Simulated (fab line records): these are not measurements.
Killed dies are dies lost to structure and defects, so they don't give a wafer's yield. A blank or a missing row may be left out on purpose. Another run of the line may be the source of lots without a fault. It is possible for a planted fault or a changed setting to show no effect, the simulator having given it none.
A sampling plan put to the test | flow sky130 | one line in one fab, 17 faults in these records, each fault weighed on the records of the lots it struck
The plan is the line's own looks: the steps of the route at which a gauge or an inspection reads the wafer and doesn't change it. A look is open to judgement when struck wafers have a number at it and the file gives its usual mean and standard deviation on fault-free wafers. Caught: the struck wafers' mean, at a look after the fault's first step, is 4 or more of those standard deviations (sigma) away from the usual mean. On the tool: the test repeated on the tool's own readings taken at the fault's steps. It also counts as caught if the struck wafers ran another recipe or if their record alone is blank.

THE FAULTS, as the simulator had put them in
1. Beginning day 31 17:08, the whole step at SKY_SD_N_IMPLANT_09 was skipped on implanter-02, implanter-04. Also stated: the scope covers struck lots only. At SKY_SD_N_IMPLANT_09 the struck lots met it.
2. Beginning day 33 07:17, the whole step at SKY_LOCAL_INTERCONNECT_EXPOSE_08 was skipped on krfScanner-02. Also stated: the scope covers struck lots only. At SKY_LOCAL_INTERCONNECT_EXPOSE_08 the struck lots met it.
3. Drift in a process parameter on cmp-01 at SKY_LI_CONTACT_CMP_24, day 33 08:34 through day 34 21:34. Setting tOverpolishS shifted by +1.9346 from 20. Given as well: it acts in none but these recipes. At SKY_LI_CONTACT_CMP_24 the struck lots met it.
4. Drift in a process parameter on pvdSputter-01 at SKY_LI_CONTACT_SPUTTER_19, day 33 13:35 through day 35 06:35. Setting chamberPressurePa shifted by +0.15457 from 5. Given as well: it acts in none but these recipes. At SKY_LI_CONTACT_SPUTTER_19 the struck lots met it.
5. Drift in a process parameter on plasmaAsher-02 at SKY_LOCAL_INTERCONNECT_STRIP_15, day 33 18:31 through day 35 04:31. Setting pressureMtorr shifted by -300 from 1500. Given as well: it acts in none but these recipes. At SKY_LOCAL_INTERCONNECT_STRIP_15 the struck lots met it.
6. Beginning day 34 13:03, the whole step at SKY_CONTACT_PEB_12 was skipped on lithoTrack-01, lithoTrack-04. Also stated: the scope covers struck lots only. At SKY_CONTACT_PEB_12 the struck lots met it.
7. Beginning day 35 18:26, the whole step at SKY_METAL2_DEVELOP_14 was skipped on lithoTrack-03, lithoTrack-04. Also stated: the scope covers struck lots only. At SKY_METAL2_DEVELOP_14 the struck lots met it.
8. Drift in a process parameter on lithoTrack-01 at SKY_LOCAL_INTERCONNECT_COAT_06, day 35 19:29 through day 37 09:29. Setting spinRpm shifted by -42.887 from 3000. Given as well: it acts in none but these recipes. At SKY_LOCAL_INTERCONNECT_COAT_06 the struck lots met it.
9. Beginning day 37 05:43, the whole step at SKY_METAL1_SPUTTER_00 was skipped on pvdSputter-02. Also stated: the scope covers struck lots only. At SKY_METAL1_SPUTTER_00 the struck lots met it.
10. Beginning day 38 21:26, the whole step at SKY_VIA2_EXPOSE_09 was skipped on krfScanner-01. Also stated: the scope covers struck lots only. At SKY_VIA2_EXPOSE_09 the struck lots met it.
11. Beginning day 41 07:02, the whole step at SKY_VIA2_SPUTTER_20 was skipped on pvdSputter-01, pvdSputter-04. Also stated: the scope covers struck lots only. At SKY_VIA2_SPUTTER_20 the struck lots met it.
12. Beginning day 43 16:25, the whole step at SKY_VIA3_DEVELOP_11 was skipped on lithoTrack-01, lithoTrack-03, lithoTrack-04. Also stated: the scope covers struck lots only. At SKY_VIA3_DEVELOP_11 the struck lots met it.
13. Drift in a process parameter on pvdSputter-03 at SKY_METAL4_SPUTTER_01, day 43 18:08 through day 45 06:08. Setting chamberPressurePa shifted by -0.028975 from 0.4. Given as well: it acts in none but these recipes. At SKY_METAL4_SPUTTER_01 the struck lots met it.
14. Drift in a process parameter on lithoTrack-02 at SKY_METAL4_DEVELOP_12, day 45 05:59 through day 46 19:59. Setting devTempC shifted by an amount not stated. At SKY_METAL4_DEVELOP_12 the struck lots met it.
15. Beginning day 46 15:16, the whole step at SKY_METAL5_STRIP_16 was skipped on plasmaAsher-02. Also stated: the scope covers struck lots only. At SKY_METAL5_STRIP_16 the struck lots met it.
16. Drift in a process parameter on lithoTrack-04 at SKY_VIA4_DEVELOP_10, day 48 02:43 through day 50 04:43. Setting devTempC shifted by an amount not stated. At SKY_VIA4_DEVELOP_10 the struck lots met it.
17. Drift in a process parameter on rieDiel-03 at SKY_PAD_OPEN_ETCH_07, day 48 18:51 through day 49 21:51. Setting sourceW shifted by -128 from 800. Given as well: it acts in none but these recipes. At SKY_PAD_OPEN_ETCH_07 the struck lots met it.

WHAT THE PLAN SAW
fault | on the tool itself                               | first look that catches it                   | reading, sigma        | median hours from its first step to that look | hours from the fault's start to the first struck lot there | judged looks passed uncaught
1     | the tool's record is blank for the struck wafers | SKY_SD_N_TW_MEAS_12                          | SD_N_TW -99 or beyond | 0.4                                           | 4                                                          | 0
2     | no reading that can be judged                    | no look after it can be judged               | -                     | -                                             | -                                                          | 0
3     | overpolishRunS +99 or beyond sigma               | not the one look that can be judged after it | -                     | -                                             | -                                                          | 1
4     | chamberPressurePa +16 sigma                      | no look after it can be judged               | -                     | -                                             | -                                                          | 0
5     | chamberPressureMTorr -99 or beyond sigma         | not the one look that can be judged after it | -                     | -                                             | -                                                          | 1
6     | no reading that can be judged                    | no look after it can be judged               | -                     | -                                             | -                                                          | 0
7     | the tool's record is blank for the struck wafers | no look after it can be judged               | -                     | -                                             | -                                                          | 0
8     | spinSpeedRpm -23 sigma                           | no look after it can be judged               | -                     | -                                             | -                                                          | 0
9     | the tool's record is blank for the struck wafers | no look after it can be judged               | -                     | -                                             | -                                                          | 0
10    | no reading that can be judged                    | no look after it can be judged               | -                     | -                                             | -                                                          | 0
11    | the tool's record is blank for the struck wafers | no look after it can be judged               | -                     | -                                             | -                                                          | 0
12    | the tool's record is blank for the struck wafers | no look after it can be judged               | -                     | -                                             | -                                                          | 0
13    | chamberPressurePa -36 sigma                      | not the one look that can be judged after it | -                     | -                                             | -                                                          | 1
14    | developerTempC +8.3 sigma                        | not the one look that can be judged after it | -                     | -                                             | -                                                          | 1
15    | the tool's record is blank for the struck wafers | no look after it can be judged               | -                     | -                                             | -                                                          | 0
16    | developerTempC +20 sigma                         | no look after it can be judged               | -                     | -                                             | -                                                          | 0
17    | rfFwdPowerW -53 sigma                            | no look after it can be judged               | -                     | -                                             | -                                                          | 0
Dash: fault not caught, or number not given in these records.

Caught at a look: 1 of 17. Caught on the tool: 14 of 17. By one or the other: 14 of 17.
On the tool alone, faults 3, 4, 5, 7, 8, 9, 11, 12, 13, 14, 15, 16, 17 were caught.
Caught by neither: faults 2, 6, 10.

THINNER SAMPLING
In the worst case, this is how late the first struck lot would be measured if the look that catches a fault measured only every second or every third lot, by lot number:
fault | struck lots at that look, in order of time | every lot | every second lot | every third lot
1     | L428, L429, L430                           | 4 h       | 15 h             | 25 h
The hour figures run from when the fault began to the first measured lot among those it struck. The limit of 4 sigma was tested on all struck wafers together, so one lot alone may lie under it. Other struck lots may not be in these records.

THE LONGEST TIMED WAY FROM STEP TO LOOK
Fault 1: median gap of 0.4 hours between SKY_SD_N_IMPLANT_09 and SKY_SD_N_TW_MEAS_12. No look between them can be judged.
